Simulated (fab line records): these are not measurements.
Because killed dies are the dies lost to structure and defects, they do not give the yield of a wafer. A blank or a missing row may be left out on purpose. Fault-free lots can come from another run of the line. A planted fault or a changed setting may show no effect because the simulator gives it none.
Which tool did it? || flow gf180mcu || 15 lots with 45 wafers sampled at 3 steps, on a route of 602 steps

## WHAT THE GAUGES READ, wafer by wafer
GF_CONTACT_THK_MEAS_26: measures by xrf.
{"lot": "L238", "measured": "day 16 06:42", "on": "film metro-02", "CONTACT_W_THK (nm)": "308 303 308"}
{"lot": "L240", "measured": "day 16 20:47", "on": "film metro-02", "CONTACT_W_THK (nm)": "307 300 309"}
{"lot": "L241", "measured": "day 17 06:31", "on": "film metro-03", "CONTACT_W_THK (nm)": "296 293 299"}
{"lot": "L242", "measured": "day 17 14:12", "on": "film metro-02", "CONTACT_W_THK (nm)": "292 294 292"}
{"lot": "L243", "measured": "day 18 00:36", "on": "film metro-03", "CONTACT_W_THK (nm)": "299 295 302"}
{"lot": "L244", "measured": "day 18 14:28", "on": "film metro-03", "CONTACT_W_THK (nm)": "310 299 312"}
{"lot": "L247", "measured": "day 19 06:38", "on": "film metro-02", "CONTACT_W_THK (nm)": "295 304 304"}
{"lot": "L246", "measured": "day 19 10:40", "on": "film metro-03", "CONTACT_W_THK (nm)": "301 306 298"}
{"lot": "L253", "measured": "day 21 21:37", "on": "film metro-03", "CONTACT_W_THK (nm)": "301 297 297"}
{"lot": "L254", "measured": "day 21 22:34", "on": "film metro-02", "CONTACT_W_THK (nm)": "295 307 296"}
{"lot": "L255", "measured": "day 22 08:04", "on": "film metro-02", "CONTACT_W_THK (nm)": "294 297 295"}
{"lot": "L257", "measured": "day 23 02:42", "on": "film metro-03", "CONTACT_W_THK (nm)": "313 304 316"}
{"lot": "L258", "measured": "day 23 09:29", "on": "film metro-03", "CONTACT_W_THK (nm)": "305 302 304"}
{"lot": "L260", "measured": "day 24 02:52", "on": "film metro-02", "CONTACT_W_THK (nm)": "308 308 312"}
{"lot": "L261", "measured": "day 24 04:58", "on": "film metro-03", "CONTACT_W_THK (nm)": "299 302 299"}

GF_M1_OVL_MEAS_15.
{"lot": "L238", "measured": "day 17 05:41", "on": "overlay-01", "M1_OVL (nm)": "-4 -4 -2"}
{"lot": "L240", "measured": "day 17 20:32", "on": "overlay-01", "M1_OVL (nm)": "0 -6 0"}
{"lot": "L241", "measured": "day 18 06:23", "on": "overlay-02", "M1_OVL (nm)": "-2 1 5"}
{"lot": "L242", "measured": "day 18 14:05", "on": "overlay-02", "M1_OVL (nm)": "-8 -5 -5"}
{"lot": "L243", "measured": "day 19 00:46", "on": "overlay-02", "M1_OVL (nm)": "-4 7 5"}
{"lot": "L244", "measured": "day 19 15:32", "on": "overlay-01", "M1_OVL (nm)": "-2 4 1"}
{"lot": "L247", "measured": "day 20 07:38", "on": "overlay-01", "M1_OVL (nm)": "-1 0 -7"}
{"lot": "L246", "measured": "day 20 11:34", "on": "overlay-01", "M1_OVL (nm)": "-1 0 1"}
{"lot": "L253", "measured": "day 22 21:41", "on": "overlay-02", "M1_OVL (nm)": "-1 -5 2"}
{"lot": "L254", "measured": "day 22 22:17", "on": "overlay-02", "M1_OVL (nm)": "-3 12 3"}
{"lot": "L255", "measured": "day 23 06:58", "on": "overlay-02", "M1_OVL (nm)": "6 7 7"}
{"lot": "L257", "measured": "day 24 04:01", "on": "overlay-01", "M1_OVL (nm)": "-2 3 -2"}
{"lot": "L258", "measured": "day 24 08:59", "on": "overlay-01", "M1_OVL (nm)": "-2 2 3"}
{"lot": "L260", "measured": "day 25 01:50", "on": "overlay-02", "M1_OVL (nm)": "-6 -12 1"}
{"lot": "L261", "measured": "day 25 03:40", "on": "overlay-02", "M1_OVL (nm)": "9 2 10"}

GF_V1_THK_MEAS_03.
{"lot": "L238", "measured": "day 17 06:40", "on": "film metro-02", "V1_CVD_02_THK (nm)": "833 831 849"}
{"lot": "L240", "measured": "day 17 21:26", "on": "film metro-01", "V1_CVD_02_THK (nm)": "846 861 864"}
{"lot": "L241", "measured": "day 18 07:22", "on": "film metro-02", "V1_CVD_02_THK (nm)": "830 841 848"}
{"lot": "L242", "measured": "day 18 15:04", "on": "film metro-02", "V1_CVD_02_THK (nm)": "859 836 856"}
{"lot": "L243", "measured": "day 19 01:50", "on": "film metro-04", "V1_CVD_02_THK (nm)": "844 836 859"}
{"lot": "L244", "measured": "day 19 16:26", "on": "film metro-04", "V1_CVD_02_THK (nm)": "841 852 846"}
{"lot": "L247", "measured": "day 20 08:37", "on": "film metro-02", "V1_CVD_02_THK (nm)": "837 854 854"}
{"lot": "L246", "measured": "day 20 12:29", "on": "film metro-04", "V1_CVD_02_THK (nm)": "839 844 850"}
{"lot": "L253", "measured": "day 22 22:35", "on": "film metro-04", "V1_CVD_02_THK (nm)": "844 862 861"}
{"lot": "L254", "measured": "day 22 23:15", "on": "film metro-02", "V1_CVD_02_THK (nm)": "831 856 840"}
{"lot": "L255", "measured": "day 23 08:02", "on": "film metro-02", "V1_CVD_02_THK (nm)": "840 843 842"}
{"lot": "L257", "measured": "day 24 04:57", "on": "film metro-01", "V1_CVD_02_THK (nm)": "830 829 853"}
{"lot": "L258", "measured": "day 24 09:53", "on": "film metro-02", "V1_CVD_02_THK (nm)": "840 860 861"}
{"lot": "L260", "measured": "day 25 02:49", "on": "film metro-01", "V1_CVD_02_THK (nm)": "841 834 865"}
{"lot": "L261", "measured": "day 25 04:37", "on": "film metro-02", "V1_CVD_02_THK (nm)": "841 839 860"}

## WHAT TOOL EACH LOT RAN ON (gives the tool, then ch and the chambers of the sampled wafers, and finally the start)
No process step before these readings appears in the record.

## AS READ BY THE TOOLS THEMSELVES (means over the sampled wafers that have a number; for cases with no such wafer, the mark the record gives instead)
The record holds no such reading with a usual standard deviation.

## THE ANSWER, worked out from the rows above alone
Rule: what is usual is taken from the lots themselves. The widest of any qualifying gaps counts: lots, ordered by their means at a reading, are off when they make up no more than a third of the lots, leave a main group of 4 or more, and stand apart from it by 3 or more times the standard deviation of that group's means. A main group is skipped when, at the precision printed for the reading in the tables above, its means are all equal. A lot without any number at a reading at which 4 lots or more have one is off too. All remaining lots with rows at the step are treated as sound. The gauges are gone through in route order, then the tools' own readings, and for those a lot's mean is taken as printed above. The first step at which some lot is off is used, and at that step the reading that is off furthest; a lot without a number counts as furthest.
None of the lots is off at any reading shown; this tells nothing.

## WHAT THE SIMULATOR HAD INSERTED
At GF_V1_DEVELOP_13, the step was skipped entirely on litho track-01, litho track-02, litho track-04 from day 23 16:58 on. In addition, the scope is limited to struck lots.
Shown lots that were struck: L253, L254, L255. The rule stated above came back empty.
